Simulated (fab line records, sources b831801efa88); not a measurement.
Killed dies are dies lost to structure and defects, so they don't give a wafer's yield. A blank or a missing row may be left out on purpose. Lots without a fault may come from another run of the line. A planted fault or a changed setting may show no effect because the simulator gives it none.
Which tool did it? | flow sky130 | 12 lots, 36 wafers sampled, at 2 steps of a route of 708

WHAT THE GAUGES READ, wafer by wafer
SKY_CONTACT_THK_MEAS_03. Usual: CONTACT_HDPCVD_THK 564 nm, standard deviation 5.3.
lot  | measured     | on            | CONTACT_HDPCVD_THK (nm) | flag
L926 | day 29 23:33 | film_metro-03 | 564 564 559             |
L928 | day 31 10:09 | film_metro-04 | 565 563 570             |
L929 | day 31 14:49 | film_metro-03 | 561 560 563             |
L930 | day 31 18:06 | film_metro-04 | 561 552 554             |
L931 | day 32 03:24 | film_metro-03 | 565 561 565             |
L939 | day 34 19:16 | film_metro-04 | 552 562 566             |
L940 | day 34 21:07 | film_metro-04 | 574 572 574             |
L943 | day 36 05:11 | film_metro-04 | 561 566 558             |
L944 | day 36 08:50 | film_metro-03 | 568 569 563             |
L947 | day 37 13:01 | film_metro-04 | 574 563 564             |
L948 | day 37 18:48 | film_metro-03 | 572 571 570             |
L949 | day 38 02:28 | film_metro-01 | 564 561 560             |

WHICH TOOL RAN EACH LOT (tool, then ch and the chambers of the sampled wafers, then the start)
lot  | SKY_LOCAL_INTERCONNECT_STRIP_15
L926 | plasma_asher-01 ch 0, day 29 22:47
L928 | plasma_asher-04 ch 0,1, day 31 09:22
L929 | plasma_asher-01 ch 0,1, day 31 14:04
L930 | plasma_asher-04 ch 0,1, day 31 17:20
L931 | plasma_asher-01 ch 0,1, day 32 02:38
L939 | plasma_asher-01 ch 0,1, day 34 18:29
L940 | plasma_asher-03 ch 0,1, day 34 20:20
L943 | plasma_asher-03 ch 0,1, day 36 04:26
L944 | plasma_asher-03 ch 0,1, day 36 08:02
L947 | plasma_asher-04 ch 0,1, day 37 12:14
L948 | plasma_asher-04 ch 0,1, day 37 18:02
L949 | plasma_asher-01 ch 0,1, day 38 01:32
- SKY_LOCAL_INTERCONNECT_STRIP_15: strips in O2/N2.

WHAT THE TOOLS THEMSELVES READ (means of the sampled wafers that have a number; where no wafer has one, the mark that the record gives instead)
SKY_LOCAL_INTERCONNECT_STRIP_15. Usual: chamber_pressure_mTorr 1500.0 mTorr, standard deviation 1.4; drypump_motor_current_A 5.8 A, standard deviation 0.49; oes_product_au 0.427 a.u., standard deviation 0.0042; strip_time_to_endpoint_s 4.720 s, standard deviation 0.017.
lot  | tool            | chamber_pressure_mTorr (mTorr) | drypump_motor_current_A (A) | oes_product_au (a.u.) | strip_time_to_endpoint_s (s) | flag
L926 | plasma_asher-01 | 1500.5                         | 6.5                         | 0.423                 | 4.711                        |
L928 | plasma_asher-04 | 1499.1                         | 5.3                         | 0.423                 | 4.720                        |
L929 | plasma_asher-01 | 1501.6                         | 6.5                         | 0.431                 | 4.709                        |
L930 | plasma_asher-04 | 1499.8                         | 5.5                         | 0.427                 | 4.723                        |
L931 | plasma_asher-01 | 1500.5                         | 6.5                         | 0.424                 | 4.706                        |
L939 | plasma_asher-01 | 1498.7                         | 6.6                         | 0.430                 | 4.733                        |
L940 | plasma_asher-03 | 1499.9                         | 5.6                         | 0.430                 | 4.715                        |
L943 | plasma_asher-03 | 1500.2                         | 5.6                         | 0.426                 | 4.725                        |
L944 | plasma_asher-03 | 1500.3                         | 5.7                         | 0.424                 | 4.695                        |
L947 | plasma_asher-04 | 1500.7                         | 5.3                         | 0.427                 | 4.739                        |
L948 | plasma_asher-04 | 1500.4                         | 5.3                         | 0.427                 | 4.703                        |
L949 | plasma_asher-01 | 1499.3                         | 6.5                         | 0.426                 | 4.707                        |

THE ANSWER, worked out from the rows above alone
Rule: a lot is off if the mean of its wafers that have a number lies more than 3 standard deviations from the usual mean. A lot without any number at a reading at which 4 lots or more have one is off too. The other lots that the step has rows for count as sound. The gauges are gone through in route order, then the tools' own readings, and for those a lot's mean is taken as printed above. The first step at which some lot is off is used, and at that step the reading that is off furthest; a lot without a number counts as furthest.
No lot is off at any reading shown: from this, nothing can be told.

WHAT THE SIMULATOR HAD PUT IN
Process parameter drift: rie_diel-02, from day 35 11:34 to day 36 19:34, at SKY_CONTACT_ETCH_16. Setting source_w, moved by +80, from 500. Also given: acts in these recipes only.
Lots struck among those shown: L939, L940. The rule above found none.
